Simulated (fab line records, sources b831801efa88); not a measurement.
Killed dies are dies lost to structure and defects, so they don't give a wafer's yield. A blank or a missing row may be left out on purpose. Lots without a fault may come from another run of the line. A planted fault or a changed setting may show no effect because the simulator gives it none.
Which tool did it? | flow sfq_line | 15 lots, 45 wafers sampled, at 4 steps of a route of 325

WHAT THE GAUGES READ, wafer by wafer
SFQ_I0_BOW_MEAS_907. Usual: I0_BOW 1 um, standard deviation 7.2.
lot  | measured     | on            | I0_BOW (um) | flag
L832 | day 9 02:34  | film_metro-03 | -5 -1 -4    |
L834 | day 9 16:10  | film_metro-03 | -15 6 11    |
L835 | day 9 21:48  | film_metro-03 | 5 -6 1      |
L836 | day 10 08:38 | film_metro-01 | 13 12 2     |
L837 | day 10 22:12 | film_metro-04 | 12 5 2      |
L842 | day 12 23:46 | film_metro-03 | 1 -13 -8    |
L845 | day 13 11:44 | film_metro-01 | 1 3 2       |
L846 | day 13 15:40 | film_metro-03 | 6 2 -2      |
L847 | day 13 18:41 | film_metro-03 | -13 -17 6   |
L848 | day 14 00:41 | film_metro-01 | 5 -7 -4     |
L849 | day 14 09:38 | film_metro-03 | 3 7 -4      |
L851 | day 14 23:47 | film_metro-01 | 6 7 8       |
L852 | day 15 02:46 | film_metro-03 | -2 7 0      |
L853 | day 15 14:11 | film_metro-03 | 7 -8 -9     |
L854 | day 15 18:38 | film_metro-01 | -5 -6 8     |

SFQ_M2_RS_MEAS_914: measures by four-point-probe. Usual: M2_NB_RS 0.888 ohm/sq, standard deviation 0.01.
lot  | measured     | on            | M2_NB_RS (ohm/sq) | flag
L832 | day 19 01:57 | film_metro-01 | 0.885 0.872 0.881 |
L834 | day 19 18:48 | film_metro-01 | 0.889 0.894 0.900 |
L835 | day 20 07:01 | film_metro-01 | 0.884 0.883 0.878 |
L836 | day 20 17:10 | film_metro-02 | 0.898 0.893 0.902 |
L837 | day 21 11:07 | film_metro-04 | 0.883 0.885 0.879 |
L842 | day 24 07:19 | film_metro-01 | 0.896 0.898 0.895 |
L845 | day 24 22:54 | film_metro-04 | 0.889 0.891 0.895 |
L846 | day 25 13:44 | film_metro-04 | 0.886 0.889 0.881 |
L847 | day 25 20:58 | film_metro-04 | 0.876 0.872 0.882 |
L848 | day 26 01:46 | film_metro-01 | 0.881 0.879 0.885 |
L849 | day 26 12:32 | film_metro-02 | 0.897 0.900 0.896 |
L851 | day 27 06:36 | film_metro-01 | 0.905 0.912 0.910 |
L852 | day 27 17:30 | film_metro-02 | 0.889 0.893 0.891 |
L853 | day 33 23:18 | film_metro-04 | 0.880 0.874 0.879 |
L854 | day 34 07:13 | film_metro-02 | 0.871 0.880 0.878 |

WHICH TOOL RAN EACH LOT (tool, then ch and the chambers of the sampled wafers, then the start)
lot  | SFQ_TRILAYER_L0_VIA_STRIP_STRIP_017 | SFQ_TRILAYER_M1_LITHO_PEB_042
L832 | rie_metal-02 ch 0,1, day 5 13:24    | litho_track-04 ch 0, day 17 14:44
L834 | rie_metal-03 ch 0,1, day 6 01:12    | litho_track-02 ch 0, day 18 06:17
L835 | rie_metal-03 ch 0,1, day 6 06:01    | litho_track-04, day 18 18:19
L836 | rie_metal-02 ch 0,1, day 6 12:00    | litho_track-04, day 19 07:29
L837 | rie_metal-03 ch 0,1, day 7 00:17    | litho_track-02, day 20 02:43
L842 | rie_metal-04 ch 0,1, day 8 07:02    | litho_track-04 ch 0, day 23 07:21
L845 | rie_metal-02 ch 1, day 8 23:50      | litho_track-02 ch 0, day 24 01:19
L846 | rie_metal-03 ch 0,1, day 9 04:38    | litho_track-01 ch 0, day 24 08:21
L847 | rie_metal-02 ch 0,1, day 9 07:14    | litho_track-04 ch 0, day 24 15:34
L848 | rie_metal-02 ch 0,1, day 9 15:38    | litho_track-04 ch 0, day 25 01:10
L849 | rie_metal-04 ch 0,1, day 9 21:26    | litho_track-02 ch 0, day 25 13:07
L851 | rie_metal-04 ch 0,1, day 10 13:02   | litho_track-04 ch 0, day 26 05:58
L852 | rie_metal-04 ch 0,1, day 10 15:14   | litho_track-04 ch 0, day 26 14:31
L853 | rie_metal-04 ch 0,1, day 11 00:50   | litho_track-02 ch 0, day 27 02:30
L854 | rie_metal-03 ch 0,1, day 11 03:40   | litho_track-02 ch 0, day 27 10:54
- SFQ_TRILAYER_L0_VIA_STRIP_STRIP_017: strips in O2.
- SFQ_TRILAYER_M1_LITHO_PEB_042: peb time 60 s.

WHAT THE TOOLS THEMSELVES READ (means of the sampled wafers that have a number; where no wafer has one, the mark that the record gives instead)
SFQ_TRILAYER_L0_VIA_STRIP_STRIP_017. Usual: drypump_motor_current_A 5.3 A, standard deviation 0.32; oes_product_au 1.002 a.u., standard deviation 0.0093.
lot  | tool         | drypump_motor_current_A (A) | oes_product_au (a.u.) | flag
L832 | rie_metal-02 | 5.3                         | 0.990                 |
L834 | rie_metal-03 | 5.5                         | 1.007                 |
L835 | rie_metal-03 | 5.4                         | 1.009                 |
L836 | rie_metal-02 | 5.3                         | 0.993                 |
L837 | rie_metal-03 | 5.1                         | 1.009                 |
L842 | rie_metal-04 | 5.3                         | 0.999                 |
L845 | rie_metal-02 | 5.3                         | 0.991                 |
L846 | rie_metal-03 | 5.4                         | 1.010                 |
L847 | rie_metal-02 | 5.3                         | 0.999                 |
L848 | rie_metal-02 | 5.3                         | 0.995                 |
L849 | rie_metal-04 | 5.3                         | 0.995                 |
L851 | rie_metal-04 | 5.3                         | 1.004                 |
L852 | rie_metal-04 | 5.3                         | 0.998                 |
L853 | rie_metal-04 | 5.3                         | 1.003                 |
L854 | rie_metal-03 | 5.4                         | 1.003                 |

SFQ_TRILAYER_M1_LITHO_PEB_042. Usual: chill_plate_temp_C 23.00 C, standard deviation 0.11; exhaust_pa 45.1 Pa, standard deviation 0.92.
lot  | tool           | chill_plate_temp_C (C) | exhaust_pa (Pa) | flag
L832 | litho_track-04 | 22.95                  | 45.0            |
L834 | litho_track-02 | 23.01                  | 44.6            |
L835 | litho_track-04 | -                      | -               | OFF
L836 | litho_track-04 | -                      | -               | OFF
L837 | litho_track-02 | -                      | -               | OFF
L842 | litho_track-04 | 23.06                  | 43.5            |
L845 | litho_track-02 | 23.09                  | 45.8            |
L846 | litho_track-01 | 23.04                  | 45.4            |
L847 | litho_track-04 | 23.05                  | 45.2            |
L848 | litho_track-04 | 22.90                  | 45.5            |
L849 | litho_track-02 | 23.12                  | 46.1            |
L851 | litho_track-04 | 22.95                  | 45.5            |
L852 | litho_track-04 | 22.98                  | 45.5            |
L853 | litho_track-02 | 23.07                  | 45.0            |
L854 | litho_track-02 | 22.87                  | 44.8            |

THE ANSWER, worked out from the rows above alone
Rule: a lot is off if the mean of its wafers that have a number lies more than 3 standard deviations from the usual mean. A lot without any number at a reading at which 4 lots or more have one is off too. The other lots that the step has rows for count as sound. The gauges are gone through in route order, then the tools' own readings, and for those a lot's mean is taken as printed above. The first step at which some lot is off is used, and at that step the reading that is off furthest; a lot without a number counts as furthest.
Off: L835, L836, L837, at SFQ_TRILAYER_M1_LITHO_PEB_042 (chill_plate_temp_C). Without a number there: L835, L836, L837.
A tool fits if, at that step or a process step before it, it ran every lot that is off, and no sound lot after the first of them. None of those tried fits.

WHAT THE SIMULATOR HAD PUT IN
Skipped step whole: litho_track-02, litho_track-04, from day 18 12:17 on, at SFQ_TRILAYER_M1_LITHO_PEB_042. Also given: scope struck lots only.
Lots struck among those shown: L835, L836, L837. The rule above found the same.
